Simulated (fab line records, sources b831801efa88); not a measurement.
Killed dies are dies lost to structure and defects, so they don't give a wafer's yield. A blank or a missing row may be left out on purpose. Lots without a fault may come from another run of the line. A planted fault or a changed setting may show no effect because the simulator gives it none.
Chamber matching | flow gf180mcu | GF_V2_CVD_02 on pecvd-03: 3 sister chambers
The step deposits SiO2 from TEOS, target thk 850 nm, time 94.851 s. 3 wafers are shown with their chamber, then 8 later ones without.

WAFERS WITH THEIR CHAMBER
wafer  | chamber | heater_power_w (W)
L080.4 | 0       | 539
L081.6 | 2       | 641
L085.2 | 1       | 454

WAFERS WITHOUT THEIR CHAMBER
wafer  | heater_power_w (W)
L085.3 | 512
L085.4 | 553
L087.4 | 651
L087.5 | 589
L087.6 | 625
L091.3 | 635
L091.5 | 566
L091.6 | 532

WHICH CHAMBER EACH WENT THROUGH
wafer  | from the rows above     | in truth
L085.3 | can't be placed: 0 or 1 | 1
L085.4 | 0                       | 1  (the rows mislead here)
L087.4 | 2                       | 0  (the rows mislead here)
L087.5 | can't be placed: 0 or 2 | 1
L087.6 | 2                       | 2
L091.3 | 2                       | 2
L091.5 | 0                       | 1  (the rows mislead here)
L091.6 | 0                       | 0
Placed correctly: 3 of 8. Can't be placed from these rows: 2 (the true chamber is among the candidates in 1). Placed wrongly: 3.
How it was worked out, from the rows above alone: a wafer's distance from a chamber is the root of the sum, over the readings, of the square of ((its reading less the chamber's mean) divided by the reading's scatter). The wafer belongs to the nearest chamber; if the next one is less than 2 further off, it can't be placed. A chamber's mean is the mean of its shown wafers. The scatter: with one shown wafer a chamber, the root of the mean of the squares of how far each hidden wafer lies from its nearest shown one.
